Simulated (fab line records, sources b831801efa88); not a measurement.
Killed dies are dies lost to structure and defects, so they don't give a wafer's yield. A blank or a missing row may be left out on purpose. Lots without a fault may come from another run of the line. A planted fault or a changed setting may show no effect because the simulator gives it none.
Problem report in the 8D (eight disciplines) form, filled by code | flow sky130 | the parts of the form that need people (team, actions taken, sign-off) are left out

1. THE PROBLEM
SONOS_ONO_CVD_04_THK at SKY_SONOS_ONO_THK_MEAS_05 reads a mean of 6.38 nm on 9 wafers of 3 lots; wafers without a fault read 5.75 nm with a standard deviation of 0.11. That is +5.7 standard deviations from the usual mean.
First seen on wafer L497.2, day 13 03:50, on film_metro-02. The record holds 36 wafers of 12 lots with a number at this step. Rule for "out", or "out of limits": more than 4 standard deviations from the usual mean. The other wafers with a number count as sound.

2. WHAT IT IS AND WHAT IT IS NOT
question                    | is                           | is not
which readings at this step | SONOS_ONO_CVD_04_THK         | -
which lots                  | L497, L498, L499             | L495, L507, L509, L510, L511, L512, L513, L514, L515
which wafers of those lots  | all that have a number       | -
read on which gauges        | film_metro-02, film_metro-03 | film_metro-04
when                        | from day 13 03:50            | up to then (3 sound wafers); but 24 sound wafers of L507, L509, L510, L511, L512, L513, L514, L515 came after

3. SUSPECTS, AND WHAT RULES EACH OUT
Counting: a tool at a process step up to the reading stays a suspect if it ran every lot that is out and no sound lot after the first of them.
- the gauge at SKY_SONOS_ONO_THK_MEAS_05: ruled out. The wafers that are out were read on 2 gauges (film_metro-02, film_metro-03).
- lpcvd-03 at SKY_SONOS_ONO_CVD_04 (deposits SiO2 from SiH4/N2O, target thk 5.7199 nm): ruled out as a lasting fault. Sound lots L507, L509, L510, L511, L512, L513, L514, L515 ran on it after its first lot that is out, L497 (day 13 02:34).
Left after counting: nothing in the record.

4. THE CAUSE (what the simulator had put in)
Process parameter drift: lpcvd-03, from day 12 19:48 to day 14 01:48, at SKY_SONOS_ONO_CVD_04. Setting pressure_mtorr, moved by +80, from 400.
Counting ruled it out, wrongly: the rule takes a fault to strike every lot that its tool runs from its start on, and this one did not.

5. THE CHAIN OF EFFECTS, in route order
Each row: a reading whose mean over the struck wafers that have a number lies more than 3 standard deviations from the usual. Only readings for which the record gives a usual standard deviation are gone through. hours: the time from each lot's start at the first step in this table that gives one to its start at this step, as a median over the lots. sigmas: the change in usual standard deviations.
hours | step                      | reading              | usual       | on struck wafers | change | sigmas
0     | SKY_SONOS_ONO_CVD_04      | pressure_mtorr       | 400.2 mTorr | 479.9            | +79.7  | +99 or more
1     | SKY_SONOS_ONO_THK_MEAS_05 | SONOS_ONO_CVD_04_THK | 5.75 nm     | 6.38             | +0.63  | +5.7
The process steps in it:
- SKY_SONOS_ONO_CVD_04: deposits SiO2 from SiH4/N2O, target thk 5.7199 nm.

6. WHAT WOULD HAVE CAUGHT IT SOONER
In this record the first reading out of limits at a measuring or inspecting step was taken at day 13 03:50, 8 hours after the fault began at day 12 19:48.
The tool's own readings at SKY_SONOS_ONO_CVD_04 were out on every struck wafer that the step has a row for (pressure_mtorr): an alarm limit on them would have fired on the first of those.
